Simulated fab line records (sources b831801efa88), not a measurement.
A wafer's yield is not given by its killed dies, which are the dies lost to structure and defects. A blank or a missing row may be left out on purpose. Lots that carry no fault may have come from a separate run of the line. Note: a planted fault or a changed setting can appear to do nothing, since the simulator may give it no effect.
Struck lot and sound lot, side by side ; flow sky130 ; 31 out of 708 route steps
Sound: these wafers, L537.2, L537.3, L537.5. Struck: wafers L547.1, L547.6. (L547.5 of the same lot was not struck and is left out.) The cause comes at the end.
For every step that has rows: the tool of each side, followed by ch and its chambers, followed by its first start. Under that, the readings that differ: sound wafers ; struck wafers ; difference of the means ; sigmas: that difference in standard deviations of wafers without a fault.
alike: a reading whose means differ by less than 2 such deviations, as well as words and numbers matching on both sides. not compared: withheld readings; readings where some wafer has no value; bounds like >300 that might hide an equal value; numbers whose values overlap and for which the record gives no deviation.
Wherever a step has rows on one side only, a row that says differs or no value, or a row with sigmas, the two part there. Numbers that don't overlap but have no deviation are shown without sigmas and don't part them. A reading missing from all wafers of one side parts the sides only when that side holds two or more wafers.

SKY_LI_CONTACT_OVL_MEAS_13:
  sound on overlay-02 at day 28 22:43; struck on overlay-01 at day 32 10:38
  alike: LI_CONTACT_OVL
then, 1 step without rows for these wafers: SKY_LI_CONTACT_ETCH_14 (etches BARC in N2/H2, stops on SiO2, time 45.9 s, target depth 60 nm).
SKY_LI_CONTACT_ETCH_15: etches PSG in C4F8/O2/Ar, stops on Si, target depth 600 nm.
  sound on rieDiel-04 ch 0,1,3, day 28 22:47; struck on rieDiel-01 ch 0,3, day 32 10:43
  alike: oesProductAu
then, 3 steps without rows for these wafers: SKY_LI_CONTACT_STRIP_16 (strips in O2/N2); SKY_LI_CONTACT_CLEAN_17 (cleans in NMP, time 600 s); SKY_LI_CONTACT_PRE_CLEAN_18 (time 5.6 s).
SKY_LI_CONTACT_SPUTTER_19: material Ti, target thk 20 nm, time 106.37 s.
  sound on pvdSputter-03 at day 28 23:10; struck on pvdSputter-01 at day 32 11:05
  alike: chamberPressurePa, throttleValvePct
SKY_LI_CONTACT_SPUTTER_20: material TiN, target thk 20 nm, time 80 s.
  sound on pvdSputter-03 at day 28 23:15; struck on pvdSputter-01 at day 32 11:10
  alike: chamberPressurePa, throttleValvePct
SKY_LI_CONTACT_CVD_21: deposits W, target thk 400 nm, time 120.56 s.
  sound on cvdW-02 ch 1, day 28 23:19; struck on cvdW-01 ch 0, day 32 11:14
  alike: heaterPowerW
SKY_LI_CONTACT_RS_MEAS_22: measurement is done with a four-point probe.
  sound on filmMetro-04 at day 28 23:27; struck on filmMetro-04 at day 32 11:21
  alike: LI_CONTACT_W_RS
SKY_LI_CONTACT_THK_MEAS_23: measures by xrf.
  sound on filmMetro-04 at day 28 23:34; struck on filmMetro-04 at day 32 11:28
  alike: LI_CONTACT_W_THK
then, 1 step without rows for these wafers: SKY_LI_CONTACT_CMP_24 (polishes, stops on PSG, t overpolish 20 s, target thk 0 nm).
SKY_LOCAL_INTERCONNECT_SPUTTER_00: material TiN, target thk 100 nm, time 83.3 s.
  sound on pvdSputter-02 at day 28 23:55; struck on pvdSputter-03 at day 32 11:50
reading;sound;struck;difference;sigmas
model.TiN_of_LOCAL_INTERCONNECT_SPUTTER_00.thkNm (nm);99.61 99.15 98.45;111.6 112.1;+12.8;
  alike: chamberPressurePa, throttleValvePct
SKY_LOCAL_INTERCONNECT_RS_MEAS_01: measurement is done with a four-point probe.
  sound on filmMetro-01 at day 29 00:00; struck on filmMetro-03 at day 32 11:53
reading;sound;struck;difference;sigmas
LOCAL_INTERCONNECT_TIN_RS (ohm/sq);14.22 14.26 14.37;12.60 12.55;-1.71;-11
SKY_LOCAL_INTERCONNECT_THK_MEAS_02: measures by xrf.
  sound on filmMetro-01 at day 29 00:07; struck on filmMetro-03 at day 32 12:01
reading;sound;struck;difference;sigmas
LOCAL_INTERCONNECT_TIN_THK (nm);101.4 101.2 100.0;113.0 113.9;+12.6;+11
then, 8 steps without rows for these wafers: SKY_LOCAL_INTERCONNECT_DEHYDRATE_03 (time 60 s); SKY_LOCAL_INTERCONNECT_HMDS_04 (prime time 60 s); SKY_LOCAL_INTERCONNECT_COAT_05 (resist thk 60 nm); SKY_LOCAL_INTERCONNECT_COAT_06 (resist thk 450 nm); SKY_LOCAL_INTERCONNECT_SOFTBAKE_07 (time 90 s); SKY_LOCAL_INTERCONNECT_EXPOSE_08 (exposes mask LI1M, target cd 170 nm); SKY_LOCAL_INTERCONNECT_PEB_09; SKY_LOCAL_INTERCONNECT_DEVELOP_10 (develop time 60 s).
SKY_LOCAL_INTERCONNECT_CD_MEAS_11 targets a cd of 170 nm.
  sound on cdSem-01 at day 30 04:11; struck on cdSem-02 at day 33 14:17
  alike: cdNm
SKY_LOCAL_INTERCONNECT_OVL_MEAS_12:
  sound on overlay-01 at day 30 04:17; struck on overlay-02 at day 33 14:24
  alike: LOCAL_INTERCONNECT_OVL
then, 1 step without rows for these wafers: SKY_LOCAL_INTERCONNECT_ETCH_13 (etches BARC in N2/H2, stops on SiO2, time 45.9 s, target depth 60 nm).
SKY_LOCAL_INTERCONNECT_METAL_ETCH_14: etches TiN in Cl2/BCl3, stops on PSG, target depth 110 nm, time 31.4 s.
  sound on rieMetal-04 ch 0,1, day 30 04:23; struck on rieMetal-02 ch 0,1, day 33 14:30
reading;sound;struck;difference;sigmas
oesProductAu (a.u.);0.939 0.934 0.938;1.000 0.997;+0.061;+8
throttleValvePct (%);21.904 21.908 21.910;21.870 21.872;-0.036;-4
  alike: drypumpMotorCurrentA
  not compared: rfHoursCounterH
SKY_LOCAL_INTERCONNECT_STRIP_15: strips in O2/N2.
  sound on plasmaAsher-04 ch 1, day 30 04:26; struck on plasmaAsher-04 ch 0,1, day 33 14:33
  alike: drypumpMotorCurrentA, oesProductAu, stripTimeToEndpointS
  not compared: rfHoursCounterH
SKY_LOCAL_INTERCONNECT_STRIP_16: strips in post etch residue remover, time 1200 s.
  sound on wetBench-03 ch 3, day 30 04:32; struck on wetBench-02 ch 3, day 33 14:39
reading;sound;struck;difference;sigmas
model.TiN_of_LOCAL_INTERCONNECT_SPUTTER_00.thkNm (nm);99.19 98.73 98.03;111.2 111.7;+12.8;
then, 1 step without rows for these wafers: SKY_LOCAL_INTERCONNECT_CLEAN_17 (cleans in IPA, time 180 s).
-- record jumps: 15 days separate the struck wafers' starts on either side; left off in module LOCAL_INTERCONNECT, taken up again in module PAD_OPEN, whose first shown step is the route's number 708 --
SKY_PAD_OPEN_PROBE_99:
  sound on prober-01 at day 45 14:41; struck on prober-02 at day 48 05:58
reading;sound;struck;difference;sigmas
killed_at_M0_to_M3;37 43 37;56 48;+13;+2
model.etest.resLi.lineOhmUm;75.73 75.7 75.54;65.94 65.41;-9.98;
model.etest.liComb.leakLog10AUm;-12.59 -12.63 -12.47;-10.61 -11.28;+1.62;
model.etest.resLi.rsOhmSq;12.78 12.93 12.98;11.43 11.4;-1.48;
  alike: killed_at_M4_up, killedAtContacts, killedAtFrontEnd, killedAtOther, killedDies, killedOpen, killedShort

== WHERE THEY PART ==
At SKY_LOCAL_INTERCONNECT_RS_MEAS_01 first; at SKY_PAD_OPEN_PROBE_99 last (within this record only).

WHY: whatever the simulator had introduced
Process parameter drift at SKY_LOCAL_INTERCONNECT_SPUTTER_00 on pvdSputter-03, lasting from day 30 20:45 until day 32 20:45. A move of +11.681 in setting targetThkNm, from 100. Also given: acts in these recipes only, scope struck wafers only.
